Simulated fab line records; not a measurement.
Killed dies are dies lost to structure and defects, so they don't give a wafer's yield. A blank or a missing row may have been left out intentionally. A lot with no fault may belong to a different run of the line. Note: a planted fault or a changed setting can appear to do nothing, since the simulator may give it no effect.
Which tool is to blame? || flow sky130 || 39 wafers from 13 lots sampled at 4 of the route's 708 steps

== WHAT EACH GAUGE READ, for each wafer ==
SKY_CONTACT_OVL_MEAS_15. Usual: CONTACT_OVL 0 nm, standard deviation 5.7.
{"lot": "L841", "measured": "day 32 10:20", "on": "overlay-01", "CONTACT_OVL (nm)": "6 8 9", "flag": ""}
{"lot": "L843", "measured": "day 33 04:10", "on": "overlay-02", "CONTACT_OVL (nm)": "0 -2 -2", "flag": ""}
{"lot": "L844", "measured": "day 33 19:06", "on": "overlay-01", "CONTACT_OVL (nm)": "0 -4 -7", "flag": ""}
{"lot": "L846", "measured": "day 34 04:52", "on": "overlay-01", "CONTACT_OVL (nm)": "-4 -1 -1", "flag": ""}
{"lot": "L847", "measured": "day 34 19:04", "on": "overlay-02", "CONTACT_OVL (nm)": "1 -3 -7", "flag": ""}
{"lot": "L848", "measured": "day 35 03:37", "on": "overlay-02", "CONTACT_OVL (nm)": "-2 -8 -2", "flag": ""}
{"lot": "L851", "measured": "day 35 23:47", "on": "overlay-01", "CONTACT_OVL (nm)": "2 10 4", "flag": ""}
{"lot": "L852", "measured": "day 36 03:19", "on": "overlay-01", "CONTACT_OVL (nm)": "3 -1 -4", "flag": ""}
{"lot": "L853", "measured": "day 36 14:43", "on": "overlay-02", "CONTACT_OVL (nm)": "-1 3 0", "flag": ""}
{"lot": "L855", "measured": "day 37 15:02", "on": "overlay-01", "CONTACT_OVL (nm)": "2 -2 0", "flag": ""}
{"lot": "L857", "measured": "day 37 19:39", "on": "overlay-02", "CONTACT_OVL (nm)": "4 2 6", "flag": ""}
{"lot": "L859", "measured": "day 38 07:04", "on": "overlay-02", "CONTACT_OVL (nm)": "-9 -9 -9", "flag": ""}
{"lot": "L861", "measured": "day 38 20:02", "on": "overlay-02", "CONTACT_OVL (nm)": "-6 -4 -5", "flag": ""}

SKY_VIA1_OVL_MEAS_13. Usual: VIA1_OVL -1 nm, standard deviation 5.2.
{"lot": "L841", "measured": "day 34 19:25", "on": "overlay-01", "VIA1_OVL (nm)": "-4 1 1", "flag": ""}
{"lot": "L843", "measured": "day 35 12:46", "on": "overlay-01", "VIA1_OVL (nm)": "-8 -9 -6", "flag": ""}
{"lot": "L844", "measured": "day 36 03:40", "on": "overlay-02", "VIA1_OVL (nm)": "-9 -10 -9", "flag": ""}
{"lot": "L846", "measured": "day 36 11:37", "on": "overlay-02", "VIA1_OVL (nm)": "3 6 7", "flag": ""}
{"lot": "L847", "measured": "day 37 02:26", "on": "overlay-02", "VIA1_OVL (nm)": "-3 -6 4", "flag": ""}
{"lot": "L848", "measured": "day 37 11:13", "on": "overlay-02", "VIA1_OVL (nm)": "-4 -6 -6", "flag": ""}
{"lot": "L851", "measured": "day 38 06:37", "on": "overlay-02", "VIA1_OVL (nm)": "2 -5 -5", "flag": ""}
{"lot": "L852", "measured": "day 38 10:01", "on": "overlay-02", "VIA1_OVL (nm)": "6 -3 -4", "flag": ""}
{"lot": "L853", "measured": "day 38 21:23", "on": "overlay-01", "VIA1_OVL (nm)": "6 9 7", "flag": ""}
{"lot": "L855", "measured": "day 39 20:01", "on": "overlay-01", "VIA1_OVL (nm)": "-1 0 1", "flag": ""}
{"lot": "L857", "measured": "day 40 00:10", "on": "overlay-02", "VIA1_OVL (nm)": "-7 -8 -8", "flag": ""}
{"lot": "L859", "measured": "day 40 11:49", "on": "overlay-02", "VIA1_OVL (nm)": "-9 -11 -9", "flag": ""}
{"lot": "L861", "measured": "day 40 23:16", "on": "overlay-02", "VIA1_OVL (nm)": "-4 -2 -2", "flag": ""}

== WHICH TOOL RAN EACH LOT (tool, then ch and the chambers of the sampled wafers, then the start) ==
{"lot": "L841", "SKY_FIELD_ISO_ETCH_14": "rie-diel-03 ch 0,1, day 2 22:08", "SKY_GATE_OXIDE_EXPOSE_07": "iline-stepper-01 ch 0, day 14 05:41"}
{"lot": "L843", "SKY_FIELD_ISO_ETCH_14": "rie-diel-04 ch 1,2,3, day 3 07:16", "SKY_GATE_OXIDE_EXPOSE_07": "iline-stepper-01 ch 0, day 14 23:12"}
{"lot": "L844", "SKY_FIELD_ISO_ETCH_14": "rie-diel-03 ch 1,3, day 3 11:13", "SKY_GATE_OXIDE_EXPOSE_07": "iline-stepper-02 ch 0, day 15 07:26"}
{"lot": "L846", "SKY_FIELD_ISO_ETCH_14": "rie-diel-01 ch 1,3, day 3 22:07", "SKY_GATE_OXIDE_EXPOSE_07": "iline-stepper-02 ch 0, day 15 23:34"}
{"lot": "L847", "SKY_FIELD_ISO_ETCH_14": "rie-diel-01 ch 1,2,3, day 4 03:25", "SKY_GATE_OXIDE_EXPOSE_07": "iline-stepper-02 ch 0, day 16 11:20"}
{"lot": "L848", "SKY_FIELD_ISO_ETCH_14": "rie-diel-04 ch 0,2,3, day 4 09:46", "SKY_GATE_OXIDE_EXPOSE_07": "iline-stepper-02 ch 0, day 16 21:08"}
{"lot": "L851", "SKY_FIELD_ISO_ETCH_14": "rie-diel-03 ch 0,2,3, day 5 00:19", "SKY_GATE_OXIDE_EXPOSE_07": "iline-stepper-02 ch 0, day 17 21:19"}
{"lot": "L852", "SKY_FIELD_ISO_ETCH_14": "rie-diel-04 ch 0,3, day 5 04:13", "SKY_GATE_OXIDE_EXPOSE_07": "iline-stepper-01 ch 0, day 18 02:58"}
{"lot": "L853", "SKY_FIELD_ISO_ETCH_14": "rie-diel-03 ch 0,3, day 5 11:37", "SKY_GATE_OXIDE_EXPOSE_07": "iline-stepper-01 ch 0, day 18 11:54"}
{"lot": "L855", "SKY_FIELD_ISO_ETCH_14": "rie-diel-03 ch 0,1, day 5 23:49", "SKY_GATE_OXIDE_EXPOSE_07": "iline-stepper-02 ch 0, day 19 20:31"}
{"lot": "L857", "SKY_FIELD_ISO_ETCH_14": "rie-diel-04 ch 1,2,3, day 6 08:58", "SKY_GATE_OXIDE_EXPOSE_07": "iline-stepper-01 ch 0, day 20 00:58"}
{"lot": "L859", "SKY_FIELD_ISO_ETCH_14": "rie-diel-03 ch 0,2,3, day 6 17:38", "SKY_GATE_OXIDE_EXPOSE_07": "iline-stepper-01 ch 0, day 20 17:37"}
{"lot": "L861", "SKY_FIELD_ISO_ETCH_14": "rie-diel-01 ch 0,2, day 7 05:08", "SKY_GATE_OXIDE_EXPOSE_07": "iline-stepper-02 ch 0, day 21 07:46"}
- SKY_FIELD_ISO_ETCH_14: etches BARC in N2/H2, stops on SiO2, time 47.97 s, target depth 60 nm.
- SKY_GATE_OXIDE_EXPOSE_07: exposes mask LVOM, target cd 600 nm.

== AS READ BY THE TOOLS THEMSELVES (means over the sampled wafers that have a number; for cases with no such wafer, the mark the record gives instead) ==
SKY_FIELD_ISO_ETCH_14. Usual: drypump-motor-current-A 6.0 A, standard deviation 0.48; h2-flow-sccm 200.1 sccm, standard deviation 0.67; oes-product-au 0.846 a.u., standard deviation 0.0048; throttle-valve-pct 13.223 %, standard deviation 0.009.
{"lot": "L841", "tool": "rie-diel-03", "drypump-motor-current-A (A)": 6.0, "h2-flow-sccm (sccm)": 200.3, "oes-product-au (a.u.)": 0.845, "throttle-valve-pct (%)": 13.225, "flag": ""}
{"lot": "L843", "tool": "rie-diel-04", "drypump-motor-current-A (A)": 6.0, "h2-flow-sccm (sccm)": 199.6, "oes-product-au (a.u.)": 0.848, "throttle-valve-pct (%)": 13.228, "flag": ""}
{"lot": "L844", "tool": "rie-diel-03", "drypump-motor-current-A (A)": 6.0, "h2-flow-sccm (sccm)": 200.1, "oes-product-au (a.u.)": 0.848, "throttle-valve-pct (%)": 13.223, "flag": ""}
{"lot": "L846", "tool": "rie-diel-01", "drypump-motor-current-A (A)": 6.1, "h2-flow-sccm (sccm)": 200.6, "oes-product-au (a.u.)": 0.849, "throttle-valve-pct (%)": 13.213, "flag": ""}
{"lot": "L847", "tool": "rie-diel-01", "drypump-motor-current-A (A)": 6.3, "h2-flow-sccm (sccm)": 199.8, "oes-product-au (a.u.)": 0.852, "throttle-valve-pct (%)": 13.222, "flag": ""}
{"lot": "L848", "tool": "rie-diel-04", "drypump-motor-current-A (A)": 5.8, "h2-flow-sccm (sccm)": 199.7, "oes-product-au (a.u.)": 0.847, "throttle-valve-pct (%)": 13.222, "flag": ""}
{"lot": "L851", "tool": "rie-diel-03", "drypump-motor-current-A (A)": 5.8, "h2-flow-sccm (sccm)": 200.3, "oes-product-au (a.u.)": 0.848, "throttle-valve-pct (%)": 13.223, "flag": ""}
{"lot": "L852", "tool": "rie-diel-04", "drypump-motor-current-A (A)": 5.7, "h2-flow-sccm (sccm)": 199.4, "oes-product-au (a.u.)": 0.845, "throttle-valve-pct (%)": 13.218, "flag": ""}
{"lot": "L853", "tool": "rie-diel-03", "drypump-motor-current-A (A)": 5.9, "h2-flow-sccm (sccm)": 200.1, "oes-product-au (a.u.)": 0.846, "throttle-valve-pct (%)": 13.219, "flag": ""}
{"lot": "L855", "tool": "rie-diel-03", "drypump-motor-current-A (A)": 6.1, "h2-flow-sccm (sccm)": 199.8, "oes-product-au (a.u.)": 0.846, "throttle-valve-pct (%)": 13.211, "flag": ""}
{"lot": "L857", "tool": "rie-diel-04", "drypump-motor-current-A (A)": 6.0, "h2-flow-sccm (sccm)": 200.1, "oes-product-au (a.u.)": 0.845, "throttle-valve-pct (%)": 13.218, "flag": ""}
{"lot": "L859", "tool": "rie-diel-03", "drypump-motor-current-A (A)": 5.8, "h2-flow-sccm (sccm)": 199.7, "oes-product-au (a.u.)": 0.844, "throttle-valve-pct (%)": 13.225, "flag": ""}
{"lot": "L861", "tool": "rie-diel-01", "drypump-motor-current-A (A)": 5.7, "h2-flow-sccm (sccm)": 200.0, "oes-product-au (a.u.)": 0.845, "throttle-valve-pct (%)": 13.216, "flag": ""}

SKY_GATE_OXIDE_EXPOSE_07. Usual: stage-vel-mm-s 499.98 mm/s, standard deviation 0.29.
{"lot": "L841", "tool": "iline-stepper-01", "stage-vel-mm-s (mm/s)": 500.31, "flag": ""}
{"lot": "L843", "tool": "iline-stepper-01", "stage-vel-mm-s (mm/s)": 499.79, "flag": ""}
{"lot": "L844", "tool": "iline-stepper-02", "stage-vel-mm-s (mm/s)": 500.21, "flag": ""}
{"lot": "L846", "tool": "iline-stepper-02", "stage-vel-mm-s (mm/s)": 500.24, "flag": ""}
{"lot": "L847", "tool": "iline-stepper-02", "stage-vel-mm-s (mm/s)": 500.04, "flag": ""}
{"lot": "L848", "tool": "iline-stepper-02", "stage-vel-mm-s (mm/s)": 499.78, "flag": ""}
{"lot": "L851", "tool": "iline-stepper-02", "stage-vel-mm-s (mm/s)": 500.39, "flag": ""}
{"lot": "L852", "tool": "iline-stepper-01", "stage-vel-mm-s (mm/s)": 499.97, "flag": ""}
{"lot": "L853", "tool": "iline-stepper-01", "stage-vel-mm-s (mm/s)": 499.81, "flag": ""}
{"lot": "L855", "tool": "iline-stepper-02", "stage-vel-mm-s (mm/s)": 499.85, "flag": ""}
{"lot": "L857", "tool": "iline-stepper-01", "stage-vel-mm-s (mm/s)": 499.91, "flag": ""}
{"lot": "L859", "tool": "iline-stepper-01", "stage-vel-mm-s (mm/s)": 500.08, "flag": ""}
{"lot": "L861", "tool": "iline-stepper-02", "stage-vel-mm-s (mm/s)": 499.91, "flag": ""}

== THE ANSWER, worked out from the rows above alone ==
Rule: a lot is off if the mean of its wafers that have a number lies more than 3 standard deviations from the usual mean. Also off: a lot with no number at a reading for which 4 or more lots have one. Where the step has rows for the other lots, those lots are counted as sound. First the gauges in route order, then the tools' own readings, where a lot's mean is used as printed above. At the first step where some lot is off, the reading lying furthest off is the one used; lots without a number count as furthest.
No lot is off on any of the readings shown, so nothing can be concluded from this.

== WHAT THE SIMULATOR HAD PUT IN ==
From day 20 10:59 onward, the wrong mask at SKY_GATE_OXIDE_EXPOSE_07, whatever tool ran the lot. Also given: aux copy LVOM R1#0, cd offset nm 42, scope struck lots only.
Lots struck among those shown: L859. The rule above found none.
